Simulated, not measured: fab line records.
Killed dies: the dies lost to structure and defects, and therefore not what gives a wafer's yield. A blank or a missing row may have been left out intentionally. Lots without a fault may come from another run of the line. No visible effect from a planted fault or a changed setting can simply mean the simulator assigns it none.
Matching of chambers -- flow gf180mcu -- GF_V4_CMP_04 on cmp-01 has 4 sister chambers
The step polishes SiO2. 4 wafers are shown with their chamber, then 7 later ones without.

## WAFERS WITH THEIR CHAMBER
wafer,chamber,motorCurrentA (A)
L340.5,0,11.8
L341.6,2,11.7
L343.4,1,10.4
L343.5,3,12.6

## WAFERS WHOSE CHAMBER IS MISSING
wafer,motorCurrentA (A)
L343.6,12.2
L346.2,13.0
L346.3,10.6
L346.6,12.1
L348.3,10.5
L348.5,12.4
L348.6,12.4

## THE CHAMBER EACH PASSED THROUGH
wafer,from the rows above,in truth
L343.6,can't be placed: 0 or 3 or 2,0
L346.2,3,3
L346.3,1,1
L346.6,can't be placed: 0 or 2 or 3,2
L348.3,1,1
L348.5,can't be placed: 3 or 0 or 2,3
L348.6,can't be placed: 3 or 0 or 2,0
Correctly placed: 3 of 7. Unplaceable from these rows: 4, with the true chamber sitting among the candidates in 4. 0 placed wrongly.
How it was worked out, from the rows above alone: a wafer's distance from a chamber is the root of the sum, over the readings, of the square of ((its reading less the chamber's mean) divided by the reading's scatter). The wafer belongs to the nearest chamber; if the next one is less than 2 further off, it can't be placed. Each chamber's mean is taken over the wafers shown for it. The scatter: with one shown wafer a chamber, the root of the mean of the squares of how far each hidden wafer lies from its nearest shown one.
